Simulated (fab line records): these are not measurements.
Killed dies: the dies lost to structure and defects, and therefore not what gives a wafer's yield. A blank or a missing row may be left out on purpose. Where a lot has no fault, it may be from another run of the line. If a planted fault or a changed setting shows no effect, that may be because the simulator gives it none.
A struck lot beside a sound one | flow sky130 | 19 out of 708 route steps
Sound: these wafers, L776.3, L776.4, L776.6. Wafers struck: L781.2, L781.3, L781.5. The cause comes at the end.
At each step with rows: each side's tool, then ch and its chambers, then its first start. Under that, the readings that differ: sound wafers | struck wafers | difference of the means | sigmas: that difference in standard deviations of wafers without a fault.
alike: same words and numbers on both sides, and readings whose means sit less than 2 such deviations apart. not compared: any withheld reading, any reading some wafer has no value for, any bound like >300 that may hide the same value, and any number with overlapping values for which the record gives no deviation.
A row with sigmas, a row that says differs or no value, or rows on one side alone: a step with any of these is where the two part. Numbers that don't overlap but have no deviation are shown without sigmas and don't part them. A reading that every wafer of one side lacks parts them only if that side has two wafers or more.

SKY_LDD_HVP_OVL_MEAS_07:
  sound: overlay-02 at day 24 20:37; struck: overlay-01 at day 26 10:37
  alike: LDD_HVP_OVL
next, for these wafers, 1 step has no rows: SKY_LDD_HVP_IMPLANT_08.
SKY_LDD_HVP_STRIP_09: strips in O2/N2.
  sound on plasmaAsher-01 ch 0,1, day 24 20:49; struck on plasmaAsher-03 ch 0,1, day 26 10:47
reading                  | sound             | struck            | difference | sigmas
stripTimeToEndpointS (s) | 4.111 4.118 4.121 | 4.148 4.163 4.135 | +0.032     | +2
  alike: chamberPressureMTorr, drypumpMotorCurrentA, oesProductAu
  not compared: rfHoursCounterH
SKY_LDD_HVP_TW_MEAS_10:
  sound: filmMetro-04 at day 24 20:54; struck: filmMetro-04 at day 26 10:54
  alike: LDD_HVP_TW
then, 7 steps without rows for these wafers: SKY_LDD_LDN_DEHYDRATE_00 (time 60 s); SKY_LDD_LDN_HMDS_01 (prime time 60 s); SKY_LDD_LDN_COAT_02 (resist thk 1140 nm); SKY_LDD_LDN_SOFTBAKE_03 (time 60 s); SKY_LDD_LDN_EXPOSE_04 (exposes mask LDNTM, target cd 700 nm); SKY_LDD_LDN_PEB_05; SKY_LDD_LDN_DEVELOP_06 (develop time 60 s).
SKY_LDD_LDN_OVL_MEAS_07:
  sound: overlay-01 at day 26 01:46; struck: overlay-02 at day 27 15:43
  alike: LDD_LDN_OVL
SKY_LDD_LDN_IMPLANT_08:
  sound on implanter-03 ch 0, day 26 01:50; struck on implanter-01, day 27 15:46
  no value came back on the struck wafers for beamEnergyKeV, beamOnS (s), rotationDeg (degrees); on the sound wafers beamEnergyKeV reads 14.996 15.000 14.996
then, 3 steps without rows for these wafers: SKY_LDD_LDN_IMPLANT_09; SKY_LDD_LDN_IMPLANT_10; SKY_LDD_LDN_IMPLANT_11.
SKY_LDD_LDN_STRIP_12: strips in O2/N2.
  sound on plasmaAsher-02 ch 0,1, day 26 02:25; struck on plasmaAsher-03 ch 0,1, day 27 16:20
  alike: chamberPressureMTorr, drypumpMotorCurrentA, oesProductAu, stripTimeToEndpointS
  not compared: rfHoursCounterH
SKY_LDD_LDN_TW_MEAS_13:
  sound: filmMetro-01 at day 26 02:31; struck: filmMetro-02 at day 27 16:27
reading    | sound          | struck         | difference | sigmas
LDD_LDN_TW | 1483 1488 1489 | 1358 1363 1360 | -126       | -11
then, 1 step without rows for these wafers: SKY_LDD_LDN_CLEAN_14 (cleans in SC1/SC2, time 150 s).

== WHERE THEY PART ==
Last at SKY_LDD_LDN_TW_MEAS_13 as far as this record goes, first at SKY_LDD_HVP_STRIP_09.

WHY: the cause the simulator had injected
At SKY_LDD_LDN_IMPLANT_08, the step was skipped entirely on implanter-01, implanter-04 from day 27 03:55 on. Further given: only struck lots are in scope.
